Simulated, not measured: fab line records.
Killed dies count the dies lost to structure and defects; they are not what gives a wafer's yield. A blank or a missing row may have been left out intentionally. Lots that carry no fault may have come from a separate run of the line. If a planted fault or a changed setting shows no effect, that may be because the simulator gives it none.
fab line records	flow sky130	part 1 of 2: steps 1 to 38 of 46
record: lots: 5	wafers: 15	last_day: 51
route steps=708 shown GATE_OXIDE@188 POLY_GATE@204 RES_PROTECT@206
lots untouched by any fault: they come from a run of this same line in which no faults occurred
start_h: hours from the record's first day to the start of the lot's first wafer shown	wait_h: time in hours since the lot's previous step	" identical to the entry in the row above	L1.1+2: one row covering several wafers at once	- value missing, or start not given	* or withheld: withheld	< > ~ a bound
route shown NAME@n: a module of which the file shows steps, and the number in the route of the first	usual: mean/standard deviation taken from wafers without a fault	same: alike in all rows	chamber/n: place in a boat	sites: readings site by site	_std_site: how widely they spread, as a standard deviation	_edge_site: mean of outer sites minus mean of inner sites	radius_mm: how far each site lies from the wafer's centre	mask NAME#n: copy n	behind: the most recent tool/chamber to have shaped the wafer	hold: why the lot went on hold/how many hours it stayed there/how the hold came to an end	device: which transistor (n, p or np) failed to switch	end of line: at the end of the route, the tests of the same wafers	where a step has no rows: the recipe by itself	killed: not the wafer's yield, but the dies lost to structure and defects at the first sort	map: dies across one wafer; x = killed, . = not, _ = none there
set.NAME: the run value of the setting; set.NAME@STEP: its run value at that earlier step	model.NAME: the simulator's own value behind a step, which no gauge read
lots at selected steps of the route; one table per step, one row per wafer
services: a tool's chamber out of use, with start hour (start_h, from the record's first day; less than 0 if before it), hours out, and reason
== steps ==
step: SKY_GATE_OXIDE_OXIDATION_01
recipe: temp_c: 900	ambient: O2	stabilise_s: 600	purge_s: 300	target_thk_a: 102.68	ox_time_s: 1473
lot.wafer	tool	chamber	start_h	wait_h
L074.2+4+6	furnace-02	0	286.56	1.3
L079.2+4+6	furnace-01	0	312.05	0.5
L078.1+2+3	furnace-01	0	317.76	1.0
L093.3+4+5	furnace-02	0	434.29	0.3
L094.1+4+6	furnace-01	0	444.38	0.0
step: SKY_GATE_OXIDE_THK_MEAS_02
recipe: reads: SiO2_of_GATE_OXIDE_OXIDATION_01
usual: GATE_OXIDE_OXIDATION_00_THK: 10.24/0.19
lot.wafer	tool	chamber	start_h	wait_h	GATE_OXIDE_OXIDATION_00_THK[nm]
L074.2	film_metro-04	-	287.98	0.0	10.15
L074.4	"	-	"	"	10.15
L074.6	"	-	"	"	9.90
L079.2	film_metro-03	-	313.47	0.0	10.67
L079.4	"	-	"	"	10.50
L079.6	"	-	"	"	10.61
L078.1	film_metro-03	-	319.17	0.0	10.32
L078.2	"	-	"	"	10.24
L078.3	"	-	"	"	10.19
L093.3	film_metro-04	-	435.72	0.0	9.85
L093.4	"	-	"	"	9.87
L093.5	"	-	"	"	9.88
L094.1	film_metro-03	-	445.79	0.0	10.42
L094.4	"	-	"	"	10.42
L094.6	"	-	"	"	10.41
step: SKY_GATE_OXIDE_DEHYDRATE_03
recipe: temp_c: 200	time_s: 60
lot.wafer	tool	chamber	start_h	wait_h
L074.2+4+6	litho_track-04	0	299.46	11.5
L079.2+4+6	litho_track-04	0	325.16	11.7
L078.1+2+3	litho_track-02	0	331.44	12.3
L093.3+4+5	litho_track-03	0	450.69	15.0
L094.1+4+6	litho_track-02	0	461.73	15.9
step: SKY_GATE_OXIDE_HMDS_04
recipe: prime_time_s: 60	prime_temp_c: 120
lot.wafer	tool	chamber	start_h	wait_h
L074.2+4+6	litho_track-04	0	299.61	0.1
L079.2+4+6	litho_track-04	0	325.31	0.1
L078.1+2+3	litho_track-02	0	331.59	0.1
L093.3+4+5	litho_track-03	0	450.84	0.1
L094.1+4+6	litho_track-02	0	461.88	0.1
step: SKY_GATE_OXIDE_COAT_05
recipe: resist: NOVOLAK	spin_rpm: 3000	resist_thk_nm: 1140
lot.wafer	tool	chamber	start_h	wait_h
L074.2+4+6	litho_track-04	0	299.76	0.1
L079.2+4+6	litho_track-04	0	325.46	0.1
L078.1+2+3	litho_track-02	0	331.74	0.1
L093.3+4+5	litho_track-03	0	450.99	0.1
L094.1+4+6	litho_track-02	0	462.03	0.1
step: SKY_GATE_OXIDE_SOFTBAKE_06
recipe: temp_c: 90	time_s: 60	resist: NOVOLAK
lot.wafer	tool	chamber	start_h	wait_h
L074.2+4+6	litho_track-04	0	299.91	0.1
L079.2+4+6	litho_track-04	0	325.61	0.1
L078.1+2+3	litho_track-02	0	331.89	0.1
L093.3+4+5	litho_track-03	0	451.14	0.1
L094.1+4+6	litho_track-02	0	462.18	0.1
step: SKY_GATE_OXIDE_EXPOSE_07
recipe: mask_id: LVOM	na: 0.6	source_shape: conventional	sigma_outer: 0.6	polarization: unpolarized	target_cd_nm: 600	dose_mj: 170
lot.wafer	tool	chamber	start_h	wait_h	mask
L074.2+4+6	iline_stepper-01	0	-	-	LVOM#0
L079.2+4+6	iline_stepper-02	0	-	-	LVOM#0
L078.1+2+3	iline_stepper-01	0	-	-	LVOM#0
L093.3+4+5	iline_stepper-01	0	-	-	LVOM#0
L094.1+4+6	iline_stepper-01	0	-	-	LVOM#0
step: SKY_GATE_OXIDE_PEB_08
recipe: temp_c: withheld	time_s: *	resist: NOVOLAK
lot.wafer	tool	chamber	start_h	wait_h
L074.2+4+6	litho_track-02	0	-	-
L079.2+4+6	litho_track-03	0	-	-
L078.1+2+3	litho_track-04	0	-	-
L093.3+4+5	litho_track-02	0	-	-
L094.1+4+6	litho_track-02	0	-	-
step: SKY_GATE_OXIDE_DEVELOP_09
recipe: resist: NOVOLAK	developer: TMAH	develop_time_s: 60	dev_temp_c: 23
lot.wafer	tool	chamber	start_h	wait_h
L074.2+4+6	litho_track-02	0	312.91	0.1
L079.2+4+6	litho_track-03	0	339.31	0.1
L078.1+2+3	litho_track-04	0	346.13	0.1
L093.3+4+5	litho_track-02	0	466.98	0.1
L094.1+4+6	litho_track-02	0	476.53	0.1
step: SKY_GATE_OXIDE_OVL_MEAS_10
usual: GATE_OXIDE_OVL: 0.6/1.3
lot.wafer	tool	chamber	start_h	wait_h	GATE_OXIDE_OVL[nm]
L074.2	overlay-01	-	313.04	0.1	0.8
L074.4	"	-	"	"	0.5
L074.6	"	-	"	"	1.5
L079.2	overlay-01	-	339.44	0.1	-0.2
L079.4	"	-	"	"	0.6
L079.6	"	-	"	"	-0.6
L078.1	overlay-02	-	346.28	0.1	2.3
L078.2	"	-	"	"	1.6
L078.3	"	-	"	"	0.9
L093.3	overlay-02	-	467.10	0.1	1.2
L093.4	"	-	"	"	-0.9
L093.5	"	-	"	"	-0.9
L094.1	overlay-01	-	476.68	0.1	-0.1
L094.4	"	-	"	"	0.5
L094.6	"	-	"	"	-2.1
step: SKY_GATE_OXIDE_IMPLANT_11
recipe: species: B	energy_kev: 10	dose_cm2: 2.6e+12	tilt_deg: withheld
usual: dose_ions_cm2: 2.5997e+12/2.8e+09
lot.wafer	tool	chamber	start_h	wait_h	dose_ions_cm2
L074.2	implanter-04	0	313.10	0.0	2.6003e+12
L074.4	"	0	"	"	2.599e+12
L074.6	"	0	"	"	2.5963e+12
L079.2	implanter-03	0	339.50	0.0	2.6013e+12
L079.4	"	0	"	"	2.5964e+12
L079.6	"	0	"	"	2.595e+12
L078.1	implanter-03	0	346.32	0.0	2.6008e+12
L078.2	"	0	"	"	2.6009e+12
L078.3	"	0	"	"	2.6011e+12
L093.3	implanter-04	0	467.17	0.1	2.602e+12
L093.4	"	0	"	"	2.6006e+12
L093.5	"	0	"	"	2.6001e+12
L094.1	implanter-04	0	476.72	0.0	2.5981e+12
L094.4	"	0	"	"	2.6007e+12
L094.6	"	0	"	"	2.5999e+12
step: SKY_GATE_OXIDE_WET_ETCH_12
recipe: chemistry: dHF	target_depth_nm: 16.8	dry: n2_spin	target: SiO2	dilution: 100:1	temp_c: 25	time_s: 336
lot.wafer	tool	chamber	start_h	wait_h
L074.2+4+6	wet_bench-03	1	313.22	0.1
L079.2+4+6	wet_bench-03	2	339.62	0.1
L078.1+2+3	wet_bench-04	1	346.47	0.1
L093.3+4+5	wet_bench-04	3	467.27	0.1
L094.1+4+6	wet_bench-02	0	476.87	0.1
step: SKY_GATE_OXIDE_STRIP_13
recipe: chemistry: O2/N2	power_w: 1400	pressure_mtorr: 1500	platen_temp_c: withheld	o2_flow_sccm: 3000	n2_flow_sccm: 300	overash_fraction: 0.5
usual: drypump_motor_current_A: 5.65/0.2	oes_product_au: 0.715/0.0051	strip_time_to_endpoint_s: 14.16/0.041
lot.wafer	tool	chamber	start_h	wait_h	drypump_motor_current_A	oes_product_au	rf_hours_counter_h	strip_time_to_endpoint_s
L074.2	plasma_asher-03	0	313.32	0.0	5.94	0.719	49	14.22
L074.4	"	0	"	"	5.96	0.711	-	14.25
L074.6	"	0	"	"	5.94	0.715	-	14.21
L079.2	plasma_asher-03	0	339.72	0.0	5.91	0.715	51	14.22
L079.4	"	0	"	"	5.94	0.719	-	14.20
L079.6	"	1	"	"	5.50	0.715	-	14.19
L078.1	plasma_asher-02	1	346.58	0.0	5.30	0.717	63	14.20
L078.2	"	0	"	"	5.61	0.718	63	14.16
L078.3	"	0	"	"	5.60	0.713	-	14.20
L093.3	plasma_asher-02	0	467.41	0.0	5.58	0.726	-	14.14
L093.4	"	1	"	"	5.31	0.720	-	14.11
L093.5	"	1	"	"	5.32	0.716	-	14.17
L094.1	plasma_asher-04	1	476.97	0.0	5.62	0.717	78	14.18
L094.4	"	1	"	"	5.66	0.716	-	14.19
L094.6	"	1	"	"	5.64	0.706	-	14.19
step: SKY_GATE_OXIDE_TW_MEAS_14
usual: GATE_OXIDE_TW: 223.3/2.7
lot.wafer	tool	chamber	start_h	wait_h	GATE_OXIDE_TW
L074.2	film_metro-04	-	313.43	0.1	227.5
L074.4	"	-	"	"	227.2
L074.6	"	-	"	"	226.7
L079.2	film_metro-04	-	339.83	0.1	225.2
L079.4	"	-	"	"	224.1
L079.6	"	-	"	"	224.3
L078.1	film_metro-03	-	346.68	0.1	221.7
L078.2	"	-	"	"	220.5
L078.3	"	-	"	"	219.8
L093.3	film_metro-03	-	467.49	0.1	219.8
L093.4	"	-	"	"	219.4
L093.5	"	-	"	"	220.6
L094.1	film_metro-04	-	477.07	0.1	224.7
L094.4	"	-	"	"	224.3
L094.6	"	-	"	"	225.0
step: SKY_GATE_OXIDE_CLEAN_15
recipe: chemistry: SC1/SC2	mix: 1:4:20	temp_c: 70	time_s: 150	dry: n2_spin
lot.wafer	tool	chamber	start_h	wait_h
L074.2+4+6	wet_bench-04	1	313.48	0.0
L079.2+4+6	wet_bench-03	1	339.88	0.0
L078.1+2+3	wet_bench-02	1	346.74	0.1
L093.3+4+5	wet_bench-03	0	467.53	0.0
L094.1+4+6	wet_bench-03	2	477.13	0.1
step: SKY_GATE_OXIDE_OXIDATION_16
recipe: temp_c: 800	ambient: O2	idle_temp_c: 700	ramp_up_c_per_min: 10	ramp_down_c_per_min: 3	stabilise_s: 600	purge_s: 300	target_thk_a: 35.7	ox_time_s: 1915
lot.wafer	tool	chamber	start_h	wait_h
L074.2+4+6	furnace-01	0	313.53	0.0
L079.2+4+6	furnace-02	0	339.93	0.0
L078.1+2+3	furnace-01	0	347.23	0.4
L093.3+4+5	furnace-02	0	468.24	0.7
L094.1+4+6	furnace-01	0	477.18	0.0
step: SKY_POLY_GATE_CVD_00
recipe: material: poly-Si	target_thk_nm: 180	temp_c: 620	time_s: 720	pressure_mtorr: 200
lot.wafer	tool	chamber	start_h	wait_h
L074.2+4+6	lpcvd-01	0	315.07	0.0
L079.2+4+6	lpcvd-01	0	341.47	0.0
L078.1+2+3	lpcvd-01	1	348.76	0.0
L093.3+4+5	lpcvd-01	0	469.77	0.0
L094.1+4+6	lpcvd-01	0	478.71	0.0
step: SKY_POLY_GATE_THK_MEAS_01
recipe: reads: poly-Si_of_POLY_GATE_CVD_00
usual: POLY_GATE_CVD_00_THK: 179.4/2.1
lot.wafer	tool	chamber	start_h	wait_h	POLY_GATE_CVD_00_THK[nm]
L074.2	film_metro-03	-	316.28	0.0	176.6
L074.4	"	-	"	"	177.2
L074.6	"	-	"	"	177.0
L079.2	film_metro-04	-	342.68	0.0	182.2
L079.4	"	-	"	"	181.8
L079.6	"	-	"	"	181.6
L078.1	film_metro-03	-	349.96	0.0	178.7
L078.2	"	-	"	"	180.0
L078.3	"	-	"	"	178.7
L093.3	film_metro-03	-	470.99	0.0	180.5
L093.4	"	-	"	"	181.8
L093.5	"	-	"	"	181.3
L094.1	film_metro-02	-	479.91	0.0	183.1
L094.4	"	-	"	"	182.1
L094.6	"	-	"	"	181.3
step: SKY_RES_PROTECT_DEHYDRATE_00
recipe: temp_c: 200	time_s: 60
lot.wafer	tool	chamber	start_h	wait_h
L074.2+4+6	litho_track-04	0	328.51	12.2
L079.2+4+6	litho_track-01	0	355.26	12.6
L078.1+2+3	litho_track-04	0	362.33	12.4
L093.3+4+5	litho_track-01	0	485.23	14.2
L094.1+4+6	litho_track-01	0	494.23	14.3
step: SKY_RES_PROTECT_HMDS_01
recipe: prime_time_s: 60	prime_temp_c: 120
lot.wafer	tool	chamber	start_h	wait_h
L074.2+4+6	litho_track-04	0	328.66	0.1
L079.2+4+6	litho_track-01	0	355.41	0.1
L078.1+2+3	litho_track-04	0	362.48	0.1
L093.3+4+5	litho_track-01	0	485.38	0.1
L094.1+4+6	litho_track-01	0	494.38	0.1
step: SKY_RES_PROTECT_COAT_02
recipe: resist: NOVOLAK	spin_rpm: 3000	resist_thk_nm: 1140
lot.wafer	tool	chamber	start_h	wait_h
L074.2+4+6	litho_track-04	0	328.81	0.1
L079.2+4+6	litho_track-01	0	355.56	0.1
L078.1+2+3	litho_track-04	0	362.63	0.1
L093.3+4+5	litho_track-01	0	485.53	0.1
L094.1+4+6	litho_track-01	0	494.53	0.1
step: SKY_RES_PROTECT_SOFTBAKE_03
recipe: temp_c: 90	time_s: 60	resist: NOVOLAK
lot.wafer	tool	chamber	start_h	wait_h
L074.2+4+6	litho_track-04	0	328.96	0.1
L079.2+4+6	litho_track-01	0	355.71	0.1
L078.1+2+3	litho_track-04	0	362.78	0.1
L093.3+4+5	litho_track-01	0	485.68	0.1
L094.1+4+6	litho_track-01	0	494.68	0.1
step: SKY_RES_PROTECT_EXPOSE_04
recipe: mask_id: RPM	na: 0.6	source_shape: conventional	sigma_outer: 0.6	polarization: unpolarized	target_cd_nm: 1270	dose_mj: 131
lot.wafer	tool	chamber	start_h	wait_h	mask
L074.2+4+6	iline_stepper-01	0	-	-	RPM#0
L079.2+4+6	iline_stepper-01	0	-	-	RPM#0
L078.1+2+3	iline_stepper-01	0	-	-	RPM#0
L093.3+4+5	iline_stepper-01	0	-	-	RPM#0
L094.1+4+6	iline_stepper-02	0	-	-	RPM#0
step: SKY_RES_PROTECT_PEB_05
recipe: temp_c: withheld	time_s: *	resist: NOVOLAK
lot.wafer	tool	chamber	start_h	wait_h
L074.2+4+6	litho_track-01	0	-	-
L079.2+4+6	litho_track-03	0	-	-
L078.1+2+3	litho_track-04	0	-	-
L093.3+4+5	litho_track-01	0	-	-
L094.1+4+6	litho_track-04	0	-	-
step: SKY_RES_PROTECT_DEVELOP_06
recipe: resist: NOVOLAK	developer: TMAH	develop_time_s: 60	dev_temp_c: 23
lot.wafer	tool	chamber	start_h	wait_h
L074.2+4+6	litho_track-01	0	342.36	0.1
L079.2+4+6	litho_track-03	0	369.36	0.1
L078.1+2+3	litho_track-04	0	377.23	0.1
L093.3+4+5	litho_track-01	0	499.13	0.1
L094.1+4+6	litho_track-04	0	508.13	0.1
step: SKY_POLY_GATE_IMPLANT_02
recipe: species: P	energy_kev: 30	dose_cm2: 7.7e+15	tilt_deg: 0
usual: dose_ions_cm2: 7.699e+15/8.4e+12
lot.wafer	tool	chamber	start_h	wait_h	dose_ions_cm2
L074.2	implanter-04	0	342.51	0.1	7.698e+15
L074.4	"	0	"	"	7.695e+15
L074.6	"	0	"	"	7.703e+15
L079.2	implanter-02	0	369.51	0.1	7.705e+15
L079.4	"	0	"	"	7.691e+15
L079.6	"	0	"	"	7.701e+15
L078.1	implanter-04	0	377.38	0.1	7.709e+15
L078.2	"	0	"	"	7.713e+15
L078.3	"	0	"	"	7.716e+15
L093.3	implanter-01	0	499.28	0.1	7.695e+15
L093.4	"	0	"	"	7.687e+15
L093.5	"	0	"	"	7.706e+15
L094.1	implanter-04	0	508.28	0.1	7.698e+15
L094.4	"	0	"	"	7.698e+15
L094.6	"	0	"	"	7.699e+15
step: SKY_RES_PROTECT_STRIP_07
recipe: chemistry: O2/N2	power_w: 1400	pressure_mtorr: 1500	platen_temp_c: withheld	o2_flow_sccm: 3000	n2_flow_sccm: 300	overash_fraction: 0.5
usual: drypump_motor_current_A: 5.6/0.37	oes_product_au: 0.517/0.0047	strip_time_to_endpoint_s: 23.28/0.047
lot.wafer	tool	chamber	start_h	wait_h	drypump_motor_current_A	oes_product_au	rf_hours_counter_h	strip_time_to_endpoint_s
L074.2	plasma_asher-04	1	342.63	0.1	5.6	0.511	64	23.26
L074.4	"	0	"	"	5.7	0.508	-	23.25
L074.6	"	0	"	"	5.7	0.512	-	23.26
L079.2	plasma_asher-04	0	369.64	0.1	5.7	0.515	66	23.33
L079.4	"	1	"	"	5.6	0.520	-	23.31
L079.6	"	1	"	"	5.6	0.511	-	23.37
L078.1	plasma_asher-04	1	377.53	0.1	5.6	0.510	67	23.29
L078.2	"	0	"	"	5.7	0.512	67	23.27
L078.3	"	0	"	"	5.8	0.519	-	23.31
L093.3	plasma_asher-04	0	499.41	0.1	5.7	0.520	-	23.34
L093.4	"	1	"	"	5.6	0.516	-	23.35
L093.5	"	1	"	"	5.6	0.521	-	23.30
L094.1	plasma_asher-01	1	508.43	0.1	6.0	0.523	40	23.23
L094.4	"	1	"	"	6.0	0.515	-	23.25
L094.6	"	1	"	"	6.0	0.519	-	23.25
step: SKY_RES_PROTECT_TW_MEAS_08
usual: POLY_GATE_TW: 4028/35
lot.wafer	tool	chamber	start_h	wait_h	POLY_GATE_TW
L074.2	film_metro-01	-	342.74	0.1	4064
L074.4	"	-	"	"	4074
L074.6	"	-	"	"	4065
L079.2	film_metro-03	-	369.75	0.1	3979
L079.4	"	-	"	"	3962
L079.6	"	-	"	"	3988
L078.1	film_metro-02	-	377.63	0.1	4074
L078.2	"	-	"	"	4077
L078.3	"	-	"	"	4065
L093.3	film_metro-02	-	499.50	0.1	4029
L093.4	"	-	"	"	4028
L093.5	"	-	"	"	4043
L094.1	film_metro-01	-	508.53	0.1	4027
L094.4	"	-	"	"	4044
L094.6	"	-	"	"	4045
step: SKY_RES_PROTECT_CLEAN_09
recipe: chemistry: SC1/SC2	mix: 1:4:20	temp_c: 70	time_s: 150	dry: n2_spin
lot.wafer	tool	chamber	start_h	wait_h
L074.2+4+6	wet_bench-03	2	342.79	0.0
L079.2+4+6	wet_bench-01	2	369.80	0.0
L078.1+2+3	wet_bench-04	0	377.69	0.1
L093.3+4+5	wet_bench-01	1	499.54	0.0
L094.1+4+6	wet_bench-03	2	508.59	0.1
step: SKY_POLY_GATE_CVD_03
recipe: material: Si3N4	precursor: DCS/NH3	target_thk_nm: 75	temp_c: 770	time_s: 1290	pressure_mtorr: 250
lot.wafer	tool	chamber	start_h	wait_h
L074.2+4+6	lpcvd-02	1	342.84	0.0
L079.2+4+6	lpcvd-02	1	370.51	0.7
L078.1+2+3	lpcvd-02	1	379.63	1.9
L093.3+4+5	lpcvd-02	0	554.35	54.8
L094.1+4+6	lpcvd-02	0	554.35	45.7
step: SKY_POLY_GATE_THK_MEAS_04
recipe: reads: Si3N4_of_POLY_GATE_CVD_03
usual: POLY_GATE_CVD_03_THK: 75.0/0.71
lot.wafer	tool	chamber	start_h	wait_h	POLY_GATE_CVD_03_THK[nm]
L074.2	film_metro-03	-	344.21	0.0	76.3
L074.4	"	-	"	"	76.2
L074.6	"	-	"	"	76.1
L079.2	film_metro-03	-	371.88	0.0	74.3
L079.4	"	-	"	"	75.1
L079.6	"	-	"	"	74.4
L078.1	film_metro-04	-	380.99	0.0	75.8
L078.2	"	-	"	"	75.7
L078.3	"	-	"	"	75.4
L093.3	film_metro-02	-	555.80	0.1	76.0
L093.4	"	-	"	"	75.2
L093.5	"	-	"	"	74.5
L094.1	film_metro-03	-	555.95	0.2	73.3
L094.4	"	-	"	"	73.4
L094.6	"	-	"	"	73.9
step: SKY_POLY_GATE_DEHYDRATE_05
recipe: temp_c: 200	time_s: 60
lot.wafer	tool	chamber	start_h	wait_h
L074.2+4+6	litho_track-04	0	357.20	13.0
L079.2+4+6	litho_track-02	0	385.21	13.3
L078.1+2+3	litho_track-01	0	394.28	13.3
L093.3+4+5	litho_track-01	0	565.88	10.1
L094.1+4+6	litho_track-02	0	567.78	11.8
step: SKY_POLY_GATE_HMDS_06
recipe: prime_time_s: 60	prime_temp_c: 120
lot.wafer	tool	chamber	start_h	wait_h
L074.2+4+6	litho_track-04	0	357.35	0.1
L079.2+4+6	litho_track-02	0	385.36	0.1
L078.1+2+3	litho_track-01	0	394.43	0.1
L093.3+4+5	litho_track-01	0	566.03	0.1
L094.1+4+6	litho_track-02	0	567.93	0.1
step: SKY_POLY_GATE_COAT_07
recipe: resist: BARC	temp_c: withheld	time_s: withheld	spin_rpm: 3000	resist_thk_nm: 110
lot.wafer	tool	chamber	start_h	wait_h
L074.2+4+6	litho_track-04	0	357.50	0.1
L079.2+4+6	litho_track-02	0	385.51	0.1
L078.1+2+3	litho_track-01	0	394.58	0.1
L093.3+4+5	litho_track-01	0	566.18	0.1
L094.1+4+6	litho_track-02	0	568.08	0.1
step: SKY_POLY_GATE_COAT_08
recipe: resist: KrF-thick	spin_rpm: 3000	resist_thk_nm: 450
lot.wafer	tool	chamber	start_h	wait_h
L074.2+4+6	litho_track-04	0	-	-
L079.2+4+6	litho_track-02	0	-	-
L078.1+2+3	litho_track-01	0	-	-
L093.3+4+5	litho_track-01	0	-	-
L094.1+4+6	litho_track-02	0	-	-
step: SKY_POLY_GATE_SOFTBAKE_09
recipe: temp_c: 100	time_s: 90	resist: KrF-thick
lot.wafer	tool	chamber	start_h	wait_h
L074.2+4+6	litho_track-04	0	-	-
L079.2+4+6	litho_track-02	0	-	-
L078.1+2+3	litho_track-01	0	-	-
L093.3+4+5	litho_track-01	0	-	-
L094.1+4+6	litho_track-02	0	-	-
step: SKY_POLY_GATE_EXPOSE_10
recipe: mask_id: P1M	na: 0.68	source_shape: conventional	sigma_outer: 0.6	target_cd_nm: 150	dose_mj: 28
lot.wafer	tool	chamber	start_h	wait_h	mask
L074.2+4+6	krf_scanner-02	0	-	-	P1M#0
L079.2+4+6	krf_scanner-01	0	-	-	P1M#0
L078.1+2+3	krf_scanner-02	0	-	-	P1M#0
L093.3+4+5	krf_scanner-02	0	-	-	P1M#0
L094.1+4+6	krf_scanner-01	0	-	-	P1M#0
step: SKY_POLY_GATE_PEB_11
recipe: peb_temp_c: withheld	peb_time_s: withheld	resist: KrF-thick
lot.wafer	tool	chamber	start_h	wait_h
L074.2+4+6	litho_track-01	0	-	-
L079.2+4+6	litho_track-02	0	-	-
L078.1+2+3	litho_track-01	0	-	-
L093.3+4+5	litho_track-02	0	-	-
L094.1+4+6	litho_track-01	0	-	-
